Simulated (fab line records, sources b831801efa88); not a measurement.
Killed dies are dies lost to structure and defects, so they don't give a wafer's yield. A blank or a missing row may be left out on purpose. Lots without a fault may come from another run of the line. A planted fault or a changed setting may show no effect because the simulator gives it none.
Which tool did it? | flow gf180mcu | 7 lots, 20 wafers sampled, at 2 steps of a route of 602

WHAT THE GAUGES READ, wafer by wafer
GF_SAB_THK_MEAS_01.
lot  | measured     | on            | SAB_CVD_00_THK (nm)
L263 | day 14 14:28 | film_metro-03 | 49.8 49.4 50.3
L266 | day 15 16:58 | film_metro-02 | 50.5 50.5 50.8
L275 | day 18 20:10 | film_metro-02 | 49.5 66.0 49.5 65.9
L277 | day 19 15:16 | film_metro-02 | 50.3 50.4 50.5
L280 | day 20 15:01 | film_metro-02 | 48.3 49.0 49.7
L283 | day 21 12:29 | film_metro-01 | 49.0 49.0 49.8
L285 | day 22 07:04 | film_metro-01 | 49.9 50.9 50.7

WHICH TOOL RAN EACH LOT (tool, then ch and the chambers of the sampled wafers, then the start)
lot  | GF_SAB_CVD_00
L263 | pecvd-02 ch 0,2, day 14 14:27
L266 | pecvd-02 ch 0,2, day 15 16:57
L275 | pecvd-01 ch 1,2, day 18 20:08
L277 | pecvd-02 ch 0,1,2, day 19 15:14
L280 | pecvd-04 ch 0,1,2, day 20 15:00
L283 | pecvd-02 ch 0,1, day 21 12:26
L285 | pecvd-02 ch 1,2, day 22 07:02
- GF_SAB_CVD_00: deposits SiO2 from TEOS, target thk 50 nm, time 4.9302 s.

THE ANSWER, worked out from the rows above alone
Rule: what is usual is taken from the lots themselves. Put in order of their means at a reading, lots are off if they are a third of the lots or fewer, leave a main group of 4 or more, and stand apart from it by a gap of 3 or more times the standard deviation of the main group's means; of several such gaps the widest counts. A main group whose means are all the same, to the digits that the tables above print for the reading, isn't used. A lot without any number at a reading at which 4 lots or more have one is off too. The other lots that the step has rows for count as sound.
Off: L275, at GF_SAB_THK_MEAS_01 (SAB_CVD_00_THK). The main group: mean 49.9 nm, standard deviation 0.62.
A tool fits if, at a process step before that reading, it ran every lot that is off, and no sound lot after the first of them. The gauges at GF_SAB_THK_MEAS_01 are tried like those tools. One fits: pecvd-01 at GF_SAB_CVD_00. It ran no sound lot before its first lot that is off in this sample, so the start can't be narrowed down.

WHAT THE SIMULATOR HAD PUT IN
Process parameter drift: pecvd-01, from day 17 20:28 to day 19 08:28, at GF_SAB_CVD_00. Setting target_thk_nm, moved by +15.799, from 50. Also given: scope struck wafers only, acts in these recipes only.
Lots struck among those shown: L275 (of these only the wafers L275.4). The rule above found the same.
